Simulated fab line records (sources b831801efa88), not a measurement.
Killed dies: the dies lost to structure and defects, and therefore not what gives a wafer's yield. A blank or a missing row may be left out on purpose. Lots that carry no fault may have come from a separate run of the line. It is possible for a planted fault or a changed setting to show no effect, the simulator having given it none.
The tool behind it: which one? | flow sky130 | 10 lots, 30 wafers sampled, at 6 steps of a route of 708

== WHAT EACH GAUGE READ, for each wafer ==
SKY_CONTACT_BOW_MEAS_05. Usual: CONTACT_BOW typically reads 81 um, with standard deviation 6.7.
lot  | measured     | on           | CONTACT_BOW (um) | flag
L831 | day 30 19:59 | filmMetro-04 | 97 99 87         | 
L832 | day 32 12:52 | filmMetro-01 | 79 77 86         | 
L833 | day 33 03:49 | filmMetro-03 | 76 77 78         | 
L837 | day 33 17:29 | filmMetro-01 | 93 78 80         | 
L841 | day 34 14:30 | filmMetro-03 | 83 60 77         | 
L840 | day 34 17:08 | filmMetro-01 | 82 89 83         | 
L842 | day 34 20:25 | filmMetro-01 | 72 73 68         | 
L843 | day 35 05:37 | filmMetro-03 | 69 79 83         | 
L844 | day 35 09:57 | filmMetro-01 | 79 81 81         | 
L846 | day 35 20:14 | filmMetro-03 | 80 81 80         | 

SKY_CONTACT_RS_MEAS_25: measures by four-point-probe. Usual: CONTACT_W_RS typically reads 0.339 ohm/sq, with standard deviation 0.0036.
lot  | measured     | on           | CONTACT_W_RS (ohm/sq)               | flag
L831 | day 32 00:07 | filmMetro-04 | 0.343 0.339 0.340                   | 
L832 | day 33 15:50 | filmMetro-03 | 0.334 0.336 0.335                   | 
L833 | day 34 07:14 | filmMetro-04 | 0.338 0.338 0.342                   | 
L837 | day 34 21:40 | filmMetro-04 | 0.337 0.336 0.336                   | 
L841 | day 35 18:55 | filmMetro-04 | 0.295 0.341 0.346 0.295 0.340 0.345 | OFF
L840 | day 35 20:33 | filmMetro-01 | 0.337 0.336 0.295 0.338 0.337 0.295 | OFF
L842 | day 35 23:34 | filmMetro-04 | 0.299 0.343 0.298 0.298 0.343 0.298 | OFF
L843 | day 36 08:40 | filmMetro-03 | 0.337 0.332 0.337                   | 
L844 | day 36 13:09 | filmMetro-03 | 0.344 0.338 0.342                   | 
L846 | day 36 22:43 | filmMetro-03 | 0.341 0.341 0.338                   | 

SKY_CONTACT_THK_MEAS_26: measures by xrf. Usual: CONTACT_W_THK typically reads 339 nm, with standard deviation 4.1.
lot  | measured     | on           | CONTACT_W_THK (nm)      | flag
L831 | day 32 00:14 | filmMetro-04 | 337 341 337             | 
L832 | day 33 15:56 | filmMetro-03 | 342 341 340             | 
L833 | day 34 07:19 | filmMetro-04 | 342 343 339             | 
L837 | day 34 21:46 | filmMetro-04 | 344 343 345             | 
L841 | day 35 21:58 | filmMetro-04 | 390 340 334 392 338 333 | OFF
L840 | day 35 23:12 | filmMetro-01 | 345 344 391 342 343 392 | OFF
L842 | day 36 02:41 | filmMetro-04 | 386 333 382 387 336 386 | OFF
L843 | day 36 08:47 | filmMetro-03 | 339 340 337             | 
L844 | day 36 13:16 | filmMetro-03 | 330 338 333             | 
L846 | day 36 22:50 | filmMetro-03 | 336 333 338             | 

== TOOL THAT RAN EACH LOT (tool first, then ch and the chambers of the sampled wafers, then the start) ==
lot  | SKY_CONTACT_ETCH_17               | SKY_CONTACT_ETCH_18                          | SKY_CONTACT_CVD_24
L831 | rieDiel-04 ch 1,2,3, day 31 23:14 | rieDiel-04 ch 1,2,3, day 31 23:59 or earlier | cvdW-01 ch 1, day 31 23:59
L832 | rieDiel-03 ch 0,2,3, day 33 14:56 | rieDiel-03 ch 0,2,3, day 33 15:43 or earlier | cvdW-02 ch 0,1, day 33 15:43
L833 | rieDiel-01 ch 2,3, day 34 06:19   | rieDiel-01 ch 2,3, day 34 07:06 or earlier   | cvdW-01 ch 0,1, day 34 07:06
L837 | rieDiel-03 ch 0,2,3, day 34 20:46 | rieDiel-03 ch 0,2,3, day 34 21:33 or earlier | cvdW-02 ch 0,1, day 34 21:33
L841 | rieDiel-04 ch 1,2,3, day 35 18:04 | rieDiel-04 ch 1,2,3, day 35 18:49 or earlier | cvdW-01 ch 0,1, day 35 18:49
L840 | rieDiel-01 ch 0,2,3, day 35 19:41 | rieDiel-01 ch 0,2,3, day 35 20:26 or earlier | cvdW-01 ch 0,1, day 35 20:26
L842 | rieDiel-01 ch 1,3, day 35 22:40   | rieDiel-01 ch 1,3, day 35 23:26 or earlier   | cvdW-01 ch 0,1, day 35 23:26
L843 | rieDiel-03 ch 1,2,3, day 36 07:49 | rieDiel-03 ch 1,2,3, day 36 08:33 or earlier | cvdW-02 ch 0,1, day 36 08:33
L844 | rieDiel-04 ch 0,2, day 36 12:17   | rieDiel-04 ch 0,2, day 36 13:02 or earlier   | cvdW-02 ch 0,1, day 36 13:02
L846 | rieDiel-03 ch 0,1,2, day 36 21:52 | rieDiel-03 ch 0,1,2, day 36 22:37 or earlier | cvdW-02 ch 0,1, day 36 22:37
- SKY_CONTACT_ETCH_17: etches SiO2 in C4F8/O2/Ar, stops on Si3N4, target depth 340 nm.
- SKY_CONTACT_ETCH_18: etches Si3N4 in CHF3/O2, stops on TiN, time 39 s, target depth 75 nm.
- SKY_CONTACT_CVD_24: deposits W, target thk 340 nm, time 102.12 s.

== AS READ BY THE TOOLS THEMSELVES (means over the sampled wafers that have a number; for cases with no such wafer, the mark the record gives instead) ==
SKY_CONTACT_ETCH_17. Usual: oesProductAu 0.891 a.u., standard deviation 0.0046.
lot  | tool       | oesProductAu (a.u.) | flag
L831 | rieDiel-04 | 0.889               | 
L832 | rieDiel-03 | 0.888               | 
L833 | rieDiel-01 | 0.895               | 
L837 | rieDiel-03 | 0.893               | 
L841 | rieDiel-04 | 0.891               | 
L840 | rieDiel-01 | 0.892               | 
L842 | rieDiel-01 | 0.893               | 
L843 | rieDiel-03 | 0.892               | 
L844 | rieDiel-04 | 0.890               | 
L846 | rieDiel-03 | 0.895               | 

SKY_CONTACT_ETCH_18. Usual: O2_flow_sccm 5.002 sccm, standard deviation 0.014; drypumpMotorCurrentA 5.7 A, standard deviation 0.5; oesProductAu 0.853 a.u., standard deviation 0.0079; throttleValvePct 8.794 %, standard deviation 0.0092.
lot  | tool       | O2_flow_sccm (sccm) | drypumpMotorCurrentA (A) | oesProductAu (a.u.) | throttleValvePct (%) | flag
L831 | rieDiel-04 | 4.997               | 6.0                      | 0.850               | 8.799                | 
L832 | rieDiel-03 | 5.005               | 5.1                      | 0.857               | 8.795                | 
L833 | rieDiel-01 | 5.006               | 5.8                      | 0.864               | 8.801                | 
L837 | rieDiel-03 | 4.995               | 5.1                      | 0.847               | 8.776                | 
L841 | rieDiel-04 | 4.986               | 6.0                      | 0.847               | 8.782                | 
L840 | rieDiel-01 | 5.011               | 5.3                      | 0.852               | 8.794                | 
L842 | rieDiel-01 | 5.015               | 6.2                      | 0.851               | 8.797                | 
L843 | rieDiel-03 | 5.009               | 5.4                      | 0.859               | 8.800                | 
L844 | rieDiel-04 | 4.997               | 5.6                      | 0.846               | 8.793                | 
L846 | rieDiel-03 | 4.998               | 5.5                      | 0.850               | 8.784                | 

SKY_CONTACT_CVD_24. Usual: heaterPowerW 848 W, standard deviation 110.
lot  | tool    | heaterPowerW (W) | flag
L831 | cvdW-01 | 741              | 
L832 | cvdW-02 | 913              | 
L833 | cvdW-01 | 762              | 
L837 | cvdW-02 | 906              | 
L841 | cvdW-01 | 810              | 
L840 | cvdW-01 | 801              | 
L842 | cvdW-01 | 767              | 
L843 | cvdW-02 | 996              | 
L844 | cvdW-02 | 980              | 
L846 | cvdW-02 | 974              | 

== THE ANSWER, worked out from the rows above alone ==
Rule: a lot counts as off when the mean over its wafers that have a number is more than 3 standard deviations away from the usual mean. A lot without any number at a reading at which 4 lots or more have one is off too. Where the step has rows for the other lots, those lots are counted as sound. The gauges are gone through in route order, then the tools' own readings, and for those a lot's mean is taken as printed above. At the first step where some lot is off, the reading lying furthest off is the one used; lots without a number count as furthest.
Off: L841, L840, L842, seen at SKY_CONTACT_RS_MEAS_25 (CONTACT_W_RS).
A tool fits if, at a process step before that reading, it ran every lot that is off, and no sound lot after the first of them. Gauges at SKY_CONTACT_RS_MEAS_25: tried the same way as those tools. Because SKY_CONTACT_ETCH_18 lacks a start for some lots, the hours and order of its lots are taken from SKY_CONTACT_CVD_24. One candidate fits, namely cvdW-01 at SKY_CONTACT_CVD_24. Its last sound lot is L833 (day 34 07:06), its first lot that is off L841 (day 35 18:49): a fault that began between those two fits.

== WHAT WAS PUT IN BY THE SIMULATOR ==
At SKY_CONTACT_CVD_24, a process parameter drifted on cvdW-01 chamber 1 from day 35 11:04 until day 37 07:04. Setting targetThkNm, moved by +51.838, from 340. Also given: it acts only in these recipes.
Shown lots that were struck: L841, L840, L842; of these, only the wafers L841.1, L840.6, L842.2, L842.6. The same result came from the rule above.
